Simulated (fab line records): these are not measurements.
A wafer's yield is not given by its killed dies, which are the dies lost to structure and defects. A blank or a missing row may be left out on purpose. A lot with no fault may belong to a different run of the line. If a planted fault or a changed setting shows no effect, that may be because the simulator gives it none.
Problem report in the 8D (eight disciplines) form, filled by code -- flow sky130 -- the parts of the form that need people (team, actions taken, sign-off) are left out

== 1. WHAT WENT WRONG ==
strip-time-to-endpoint-s at SKY_VIA4_STRIP_13 reads a mean of 12.271 s on 3 wafers of 2 lots; wafers without a fault read 12.803 s with a standard deviation of 0.026. That is -20 standard deviations from the usual mean.
The step: strips in O2/N2.
The first sign was on wafer L169.2 at day 46 19:30, on plasma-asher-02. At this step, 35 wafers from 12 lots have a number in the record. By rule, "out" or "out of limits" means more than 4 standard deviations away from the usual mean. Any other wafer with a number is counted as sound.

== 2. WHAT IT IS; WHAT IT IS NOT ==
question,is,is not
which readings at this step,strip-time-to-endpoint-s,drypump-motor-current-A
which lots,"L169, L171","L160, L161, L162, L163, L164, L165, L176, L177, L178, L179"
which wafers of those lots,"L169.2, L169.5, L171.2","L169.4, L171.1"
read on which tools,"plasma-asher-01, plasma-asher-02",plasma-asher-04
when,from day 46 19:30,"up to then (19 sound wafers); but 13 sound wafers of L171, L176, L177, L178, L179 came after"

== 3. THE SUSPECTS, EACH WITH WHAT RULES IT OUT ==
Counting: if a tool at a process step up to the reading ran every lot that is out, it stays a suspect. Sound lots after the first of them don't rule it out here, since some wafers of a struck lot are sound.
- pvd-sputter-04 at SKY_METAL4_SPUTTER_00 (material Ti, target thk 15 nm, time 10 s): kept. It ran every lot that is out, first L169 (day 43 22:03); its last sound lot up to then is L164 (day 42 15:38).
- pvd-sputter-04 at SKY_METAL4_SPUTTER_03 (material Ti, target thk 5 nm, time 3.3 s): kept. It ran every lot that is out, first L169 (day 43 22:08); its last sound lot up to then is L164 (day 42 15:43).
- litho-track-04 at SKY_VIA4_COAT_06 (resist thk 1140 nm): kept. It ran every lot that is out, first L169 (day 46 08:16); its last sound lot up to then is L165 (day 45 02:22).
Left after counting: pvd-sputter-04 at SKY_METAL4_SPUTTER_00, pvd-sputter-04 at SKY_METAL4_SPUTTER_03, litho-track-04 at SKY_VIA4_COAT_06.

== 4. THE CAUSE (what the simulator had put in) ==
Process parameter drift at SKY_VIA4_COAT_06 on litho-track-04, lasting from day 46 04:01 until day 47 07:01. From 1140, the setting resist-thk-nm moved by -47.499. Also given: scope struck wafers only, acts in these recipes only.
Counting left 3 suspects, and this tool is among them.

== 5. THE CHAIN OF EFFECTS, in route order ==
Each row: a reading whose mean over the struck wafers that have a number lies more than 3 standard deviations from the usual. Scope: only readings with a usual standard deviation given in the record; hours: median across lots of the time from each lot's start at the first step in this table that gives one to its start at this step; sigmas: change in usual standard deviations.
hours,step,reading,usual,on struck wafers,change,sigmas
0,SKY_VIA4_STRIP_13,strip-time-to-endpoint-s,12.803 s,12.271,-0.532,-20
It contains these process steps:
- SKY_VIA4_STRIP_13: strips in O2/N2.
Later measuring or inspecting steps at which every struck wafer that the step has a row for has a number for every such reading, and none has moved that far: SKY_METAL5_THK_MEAS_06.

== 6. HOW IT WOULD HAVE BEEN CAUGHT EARLIER ==
15 hours passed between the start of the fault at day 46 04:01 and the first reading out of limits in this record, taken at day 46 19:30.
Of the lots that are out (2), L171 began SKY_VIA4_COAT_06 on litho-track-04 after day 46 19:30. Holding the tool at that time would have saved it.
